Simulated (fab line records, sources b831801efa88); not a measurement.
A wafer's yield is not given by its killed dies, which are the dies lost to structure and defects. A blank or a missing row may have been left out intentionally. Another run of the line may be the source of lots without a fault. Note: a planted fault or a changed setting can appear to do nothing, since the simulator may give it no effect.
A struck lot beside a sound one + flow sky130 + 17 out of 708 route steps
Sound: wafers L333.1, L333.2, L333.4. Struck: wafers L346.4, L346.5, L346.6. The cause is given at the end.
Per side, at each step with rows, come the tool, then ch with its chambers, and then its first start. Under that, the readings that differ: sound wafers + struck wafers + difference of the means + sigmas: that difference in standard deviations of wafers without a fault.
alike: words and numbers the same on both sides, and readings whose means are apart by under 2 such deviations; not compared: readings that were withheld, readings missing a value for some wafer, numbers with overlapping values and no deviation given by the record, and bounds like >300 which may hide the same value.
A row with sigmas, a row that says differs or no value, or rows on one side alone: a step with any of these is where the two part. Non-overlapping numbers with no deviation appear without sigmas and do not part them. Lack of a reading on every wafer of one side parts them only where that side has two or more wafers.

first, 5 steps without rows for these wafers: SKY_SD_N_COAT_02 (resist thk 1140 nm); SKY_SD_N_SOFTBAKE_03 (time 60 s); SKY_SD_N_EXPOSE_04 (exposes mask NSDM, target cd 380 nm); SKY_SD_N_PEB_05; SKY_SD_N_DEVELOP_06 (develop time 60 s).
SKY_SD_N_CD_MEAS_07: target cd 380 nm.
  sound: cd_sem-01 at day 29 01:06; struck: cd_sem-01 at day 33 12:29
  alike: cd_nm
SKY_SD_N_OVL_MEAS_08:
  sound: overlay-02 at day 29 01:13; struck: overlay-02 at day 33 12:34
  alike: SD_N_OVL
then, 2 steps without rows for these wafers: SKY_SD_N_IMPLANT_09; SKY_SD_N_IMPLANT_10.
SKY_SD_N_STRIP_11: strips in O2/N2.
  sound on plasma_asher-01 ch 0,1, day 29 01:34; struck on plasma_asher-03 ch 0,1, day 33 12:55
  alike: drypump_motor_current_A, oes_product_au, strip_time_to_endpoint_s
  not compared: rf_hours_counter_h
SKY_SD_N_TW_MEAS_12:
  sound: film_metro-01 at day 29 01:40; struck: film_metro-02 at day 33 13:01
  alike: SD_N_TW
then, 1 step without rows for these wafers: SKY_SD_N_CLEAN_13 (cleans in SC1/SC2, time 150 s).
SKY_SD_N_RTA_14: time 2 s.
  sound on rtp_anneal-02 ch 0, day 29 01:46; struck on rtp_anneal-01 ch 0, day 33 13:08
  alike: lamp_power_pct, wafer_temp_C_max
SKY_SD_N_RS_MEAS_16: the measuring method here is four-point-probe.
  sound: film_metro-02 at day 29 01:56; struck: film_metro-04 at day 33 13:21
| reading          | sound             | struck            | difference | sigmas |
|------------------|-------------------|-------------------|------------|--------|
| SD_N_RS (ohm/sq) | 68.51 68.53 68.61 | 71.37 71.37 71.22 | +2.77      | +20    |
SKY_SD_N_RS_MEAS_17: the measuring method here is four-point-probe.
  sound: film_metro-02 at day 29 02:04; struck: film_metro-04 at day 33 13:28
| reading          | sound             | struck            | difference | sigmas |
|------------------|-------------------|-------------------|------------|--------|
| SD_P_RS (ohm/sq) | 147.5 147.0 147.3 | 162.9 163.0 162.7 | +15.6      | +36    |
SKY_SD_N_RS_MEAS_18: the measuring method here is four-point-probe.
  sound: film_metro-02 at day 29 02:11; struck: film_metro-04 at day 33 13:35
| reading               | sound             | struck            | difference | sigmas |
|-----------------------|-------------------|-------------------|------------|--------|
| RES_XHIGH_RS (ohm/sq) | 334.7 333.3 332.4 | 336.8 336.3 335.7 | +2.8       | +2     |
-- the record jumps here: 16 days lie between the struck wafers' starts before and after (it left off in module SD_N and takes up again in module PAD_OPEN, whose first step shown is number 708 of the route) --
SKY_PAD_OPEN_PROBE_99:
  sound: prober-02 at day 46 11:01; struck: prober-01 at day 49 17:50
| reading                                            | sound               | struck            | difference | sigmas |
|----------------------------------------------------|---------------------|-------------------|------------|--------|
| model.etest.res_xhigh_po.line_ohm_um               | 5822 5555 5938      | 7241 7232 7486    | +1548      |        |
| model.etest.res_xhigh_po.rs_ohm_sq_range           | 43.16 33.42 48.44   | 782 806.6 812.7   | +759       |        |
| model.etest.res_xhigh_po.rs_ohm_sq_rim_less_centre | 12.25 4.015 1.943   | 760.5 785.2 790.4 | +772.6     |        |
| model.etest.res_xhigh_po.rs_ohm_sq                 | 2016 1950 2072      | 2507 2480 2588    | +512       |        |
| model.etest.pfet_01v8.r_on_ohm_um                  | 2767 2765 2728      | 3178 3064 3063    | +348       |        |
| model.etest.tip_p.rs_ohm_sq                        | 6750 6767 6687      | 7076 7058 7011    | +314       |        |
| model.etest.res_pdiff.line_ohm_um                  | 1380 1360 1413      | 1490 1505 1504    | +115       |        |
| model.etest.tip_p.rs_ohm_sq_rim_less_centre        | -40.18 -25.94 38.29 | 133.3 138.9 236.5 | +178.8     |        |
  alike: killed_at_M0_to_M3, killed_at_M4_up, killed_at_contacts, killed_at_front_end, killed_at_other, killed_dies, killed_open, killed_short

## WHERE THEY PART
First at SKY_SD_N_RS_MEAS_16; last, within this record, at SKY_SD_N_RS_MEAS_18. Later steps at which nothing parts them and some readings are alike: SKY_PAD_OPEN_PROBE_99.

WHY: whatever the simulator had introduced
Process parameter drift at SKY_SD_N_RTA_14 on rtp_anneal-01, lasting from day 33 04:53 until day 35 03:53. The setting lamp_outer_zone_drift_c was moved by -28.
